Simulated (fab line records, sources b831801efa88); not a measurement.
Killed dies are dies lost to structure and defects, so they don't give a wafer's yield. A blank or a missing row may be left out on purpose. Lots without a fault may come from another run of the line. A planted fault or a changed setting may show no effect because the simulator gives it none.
Which tool did it? | flow sky130 | 14 lots, 42 wafers sampled, at 4 steps of a route of 708

WHAT THE GAUGES READ, wafer by wafer
SKY_PASSIVATION_THK_MEAS_03. Usual: PASSIVATION_CVD_02_THK 543 nm, standard deviation 7.1.
lot  | measured     | on            | PASSIVATION_CVD_02_THK (nm) | flag
L776 | day 43 14:38 | film_metro-01 | 542 541 546                 |
L778 | day 44 04:13 | film_metro-03 | 546 550 549                 |
L780 | day 45 04:36 | film_metro-03 | 541 544 544                 |
L782 | day 45 09:07 | film_metro-02 | 535 551 549                 |
L781 | day 45 11:20 | film_metro-01 | 533 547 552                 |
L783 | day 45 16:29 | film_metro-02 | 547 555 546                 |
L784 | day 45 19:59 | film_metro-01 | 538 543 534                 |
L785 | day 46 06:02 | film_metro-02 | 544 557 549                 |
L787 | day 46 16:15 | film_metro-02 | 533 546 539                 |
L788 | day 47 02:35 | film_metro-03 | 528 531 533                 |
L790 | day 47 08:20 | film_metro-03 | 541 553 552                 |
L792 | day 47 17:56 | film_metro-02 | 535 535 538                 |
L794 | day 48 10:34 | film_metro-02 | 537 545 548                 |
L796 | day 49 08:08 | film_metro-03 | 539 539 548                 |

SKY_PAD_OPEN_BOW_MEAS_13. Usual: PAD_OPEN_BOW 47 um, standard deviation 9.
lot  | measured     | on            | PAD_OPEN_BOW (um) | flag
L776 | day 45 12:59 | film_metro-04 | 52 58 54          |
L778 | day 46 01:07 | film_metro-04 | 47 53 50          |
L780 | day 46 23:30 | film_metro-04 | 41 36 34          |
L782 | day 47 03:56 | film_metro-02 | 48 50 44          |
L781 | day 47 06:30 | film_metro-04 | 43 58 42          |
L783 | day 47 10:54 | film_metro-04 | 34 42 39          |
L784 | day 47 14:28 | film_metro-04 | 55 50 52          |
L785 | day 47 22:50 | film_metro-04 | 50 42 53          |
L787 | day 48 09:16 | film_metro-01 | 44 39 69          |
L788 | day 48 19:46 | film_metro-04 | 38 38 43          |
L790 | day 49 00:19 | film_metro-04 | 41 42 44          |
L792 | day 49 13:25 | film_metro-01 | 40 52 32          |
L794 | day 49 22:53 | film_metro-01 | 41 56 47          |
L796 | day 50 19:01 | film_metro-01 | 58 49 56          |

WHICH TOOL RAN EACH LOT (tool, then ch and the chambers of the sampled wafers, then the start)
lot  | SKY_CONTACT_SPUTTER_23       | SKY_VIA4_CVD_18
L776 | pvd_sputter-02, day 31 08:56 | cvd_w-02 ch 0,1, day 42 13:54
L778 | pvd_sputter-01, day 32 00:58 | cvd_w-01 ch 0, day 43 03:55
L780 | pvd_sputter-01, day 33 03:41 | cvd_w-02 ch 0, day 44 04:18
L782 | pvd_sputter-02, day 33 14:46 | cvd_w-02 ch 0,1, day 44 09:18
L781 | pvd_sputter-04, day 33 15:18 | cvd_w-02 ch 0,1, day 44 11:34
L783 | pvd_sputter-04, day 33 22:14 | cvd_w-01 ch 0,1, day 44 17:03
L784 | pvd_sputter-02, day 34 01:32 | cvd_w-02 ch 0,1, day 44 21:14
L785 | pvd_sputter-01, day 34 13:08 | cvd_w-01 ch 0,1, day 45 07:22
L787 | pvd_sputter-01, day 35 02:53 | cvd_w-01 ch 0,1, day 45 18:23
L788 | pvd_sputter-01, day 35 14:29 | cvd_w-02 ch 0,1, day 46 04:07
L790 | pvd_sputter-01, day 36 02:31 | cvd_w-01 ch 0,1, day 46 10:55
L792 | pvd_sputter-01, day 36 13:50 | cvd_w-02 ch 0,1, day 46 20:10
L794 | pvd_sputter-01, day 37 09:14 | cvd_w-02 ch 0,1, day 47 13:28
L796 | pvd_sputter-02, day 38 17:17 | cvd_w-02 ch 1, day 48 12:28
- SKY_CONTACT_SPUTTER_23: material TiN, target thk 20 nm, time 80 s.
- SKY_VIA4_CVD_18: deposits W, target thk 505 nm, time 152.14 s.

WHAT THE TOOLS THEMSELVES READ (means of the sampled wafers that have a number; where no wafer has one, the mark that the record gives instead)
SKY_CONTACT_SPUTTER_23. Usual: throttle_valve_pct 29.8 %, standard deviation 1.1.
lot  | tool           | throttle_valve_pct (%) | flag
L776 | pvd_sputter-02 | 29.9                   |
L778 | pvd_sputter-01 | 31.1                   |
L780 | pvd_sputter-01 | 29.7                   |
L782 | pvd_sputter-02 | 29.9                   |
L781 | pvd_sputter-04 | 28.1                   |
L783 | pvd_sputter-04 | 29.8                   |
L784 | pvd_sputter-02 | 30.0                   |
L785 | pvd_sputter-01 | 29.9                   |
L787 | pvd_sputter-01 | 30.0                   |
L788 | pvd_sputter-01 | 29.9                   |
L790 | pvd_sputter-01 | 30.5                   |
L792 | pvd_sputter-01 | 29.8                   |
L794 | pvd_sputter-01 | 30.3                   |
L796 | pvd_sputter-02 | 30.4                   |

SKY_VIA4_CVD_18. Usual: heater_power_w 862 W, standard deviation 120.
lot  | tool     | heater_power_w (W) | flag
L776 | cvd_w-02 | 763                |
L778 | cvd_w-01 | 1043               |
L780 | cvd_w-02 | 854                |
L782 | cvd_w-02 | 758                |
L781 | cvd_w-02 | 820                |
L783 | cvd_w-01 | 949                |
L784 | cvd_w-02 | 813                |
L785 | cvd_w-01 | 929                |
L787 | cvd_w-01 | 851                |
L788 | cvd_w-02 | 765                |
L790 | cvd_w-01 | 949                |
L792 | cvd_w-02 | 772                |
L794 | cvd_w-02 | 774                |
L796 | cvd_w-02 | 722                |

THE ANSWER, worked out from the rows above alone
Rule: a lot is off if the mean of its wafers that have a number lies more than 3 standard deviations from the usual mean. A lot without any number at a reading at which 4 lots or more have one is off too. The other lots that the step has rows for count as sound. The gauges are gone through in route order, then the tools' own readings, and for those a lot's mean is taken as printed above. The first step at which some lot is off is used, and at that step the reading that is off furthest; a lot without a number counts as furthest.
No lot is off at any reading shown: from this, nothing can be told.

WHAT THE SIMULATOR HAD PUT IN
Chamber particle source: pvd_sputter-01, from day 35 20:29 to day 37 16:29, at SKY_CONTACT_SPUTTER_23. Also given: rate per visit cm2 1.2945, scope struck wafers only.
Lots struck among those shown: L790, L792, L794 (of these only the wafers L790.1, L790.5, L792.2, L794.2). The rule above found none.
